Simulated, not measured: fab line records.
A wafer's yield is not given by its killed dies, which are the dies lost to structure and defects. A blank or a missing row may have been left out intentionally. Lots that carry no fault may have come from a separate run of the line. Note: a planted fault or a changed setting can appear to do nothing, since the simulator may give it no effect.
The tool behind it: which one? | flow sky130 | 6 lots, 17 wafers sampled, at 4 steps of a route of 708

WHAT EACH GAUGE READ, for each wafer
SKY_VIA4_OVL_MEAS_11.
lot  | measured     | on         | VIA4_OVL (nm)
L597 | day 43 04:38 | overlay-02 | 1.3 2.9 1.8
L599 | day 43 15:47 | overlay-02 | -0.8 0.8 0.6
L602 | day 44 13:16 | overlay-02 | 0.3 1.8 0.5
L605 | day 45 06:02 | overlay-02 | 1.4 0.4
L616 | day 48 02:35 | overlay-01 | -0.9 -1.5 -0.2
L619 | day 48 17:52 | overlay-02 | 0.4 1.2 -0.9

TOOL THAT RAN EACH LOT (tool first, then ch and the chambers of the sampled wafers, then the start)
lot  | SKY_NWELL_EXPOSE_07                | SKY_VIA1_ETCH_15                   | SKY_VIA1_CVD_21
L597 | iline-stepper-01 ch 0, day 4 11:50 | rie-diel-01 ch 1,2,3, day 34 07:32 | cvd-w-01 ch 0,1, day 34 08:13
L599 | iline-stepper-01 ch 0, day 4 22:04 | rie-diel-04 ch 1,2,3, day 35 00:07 | cvd-w-01 ch 0,1, day 35 00:50
L602 | iline-stepper-02 ch 0, day 5 14:46 | rie-diel-03 ch 0,1,3, day 35 20:46 | cvd-w-01 ch 0,1, day 35 21:33
L605 | iline-stepper-02 ch 0, day 6 07:38 | rie-diel-01 ch 3, day 36 18:52     | cvd-w-01 ch 0,1, day 36 19:34
L616 | iline-stepper-01 ch 0, day 9 01:02 | rie-diel-01 ch 0,2, day 40 08:16   | cvd-w-01 ch 0,1, day 40 08:59
L619 | iline-stepper-02 ch 0, day 9 20:25 | rie-diel-04 ch 2,3, day 41 03:58   | cvd-w-01 ch 1, day 41 04:46
- SKY_NWELL_EXPOSE_07: exposes mask NWM, target cd 840 nm.
- SKY_VIA1_ETCH_15: etches SiO2 in C4F8/O2/Ar, stops on TiN, target depth 351 nm, time 54 s.
- SKY_VIA1_CVD_21: deposits W, target thk 270 nm, time 80.902 s.

THE ANSWER, worked out from the rows above alone
Rule: the lots themselves supply what counts as usual. The widest of any qualifying gaps counts: lots, ordered by their means at a reading, are off when they make up no more than a third of the lots, leave a main group of 4 or more, and stand apart from it by 3 or more times the standard deviation of that group's means. If all means in a main group match to the digits the tables above print for the reading, that group is not used. Also off: a lot with no number at a reading for which 4 or more lots have one. Any other lot the step has rows for is counted as sound.
No lot is off on any of the readings shown, so nothing can be concluded from this.

WHAT WAS PUT IN BY THE SIMULATOR
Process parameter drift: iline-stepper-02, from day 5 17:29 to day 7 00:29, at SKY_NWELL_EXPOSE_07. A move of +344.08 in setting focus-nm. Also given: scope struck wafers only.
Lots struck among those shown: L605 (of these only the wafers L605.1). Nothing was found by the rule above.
